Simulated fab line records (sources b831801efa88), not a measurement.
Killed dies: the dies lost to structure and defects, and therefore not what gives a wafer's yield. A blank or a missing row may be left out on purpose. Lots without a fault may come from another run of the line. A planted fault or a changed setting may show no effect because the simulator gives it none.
2 desks, one fault ; flow gf180mcu ; every desk sees just its own numbers, and what lay behind them comes last

## TOOL OWNER'S DESK, wet-bench-01
The tool's own readings at GF_M2_STRIP_18 (strips in post etch residue remover, time 1200 s): means of the sampled wafers that have a number, for each lot that ran on this tool. The brackets show how far a lot's mean lies from the usual mean; more than 4 standard deviations puts the lot out of limits, marked OUT.
Columns: A = bath-guard-temp-C at GF_M2_STRIP_18, usual 72.2 C
lot;first seen here;A
L996;day 18 18:50;72.2
L103;day 21 12:18;71.8
L105;day 22 21:05;72.8
L111;day 25 10:30;72.9
This desk's finding: nothing out of limits on any of the 4 lots.

## THE METROLOGY DESK
Means of the sampled wafers that have a number, per lot and without regard to the tool the lot ran on: this is what the gauges read. The brackets show how far a lot's mean lies from the usual mean; more than 4 standard deviations puts the lot out of limits, marked OUT.
Columns: A = cd-nm at GF_TOP_METAL_CD_MEAS_14, usual 440.6 nm
lot;first seen here;A
L996;day 27 16:56;443.8
L997;day 27 22:17;439.0
L102;day 29 18:41;445.1
L103;day 29 22:41;441.5
L104;day 30 13:31;438.5
L105;day 30 23:56;440.6
L106;day 31 04:54;437.1
L107;day 31 17:19;441.2
L109;day 32 06:59;440.5
L111;day 33 00:29;440.2
L115;day 33 15:44;441.9
L116;day 33 19:38;439.1
This desk's finding: nothing out of limits on any of the 12 lots.

## PUT TOGETHER
The desk of the tool owner found nothing out of limits.
Metrology desk: nothing out of limits seen.

## WHAT HAD BEEN PUT IN BY THE SIMULATOR
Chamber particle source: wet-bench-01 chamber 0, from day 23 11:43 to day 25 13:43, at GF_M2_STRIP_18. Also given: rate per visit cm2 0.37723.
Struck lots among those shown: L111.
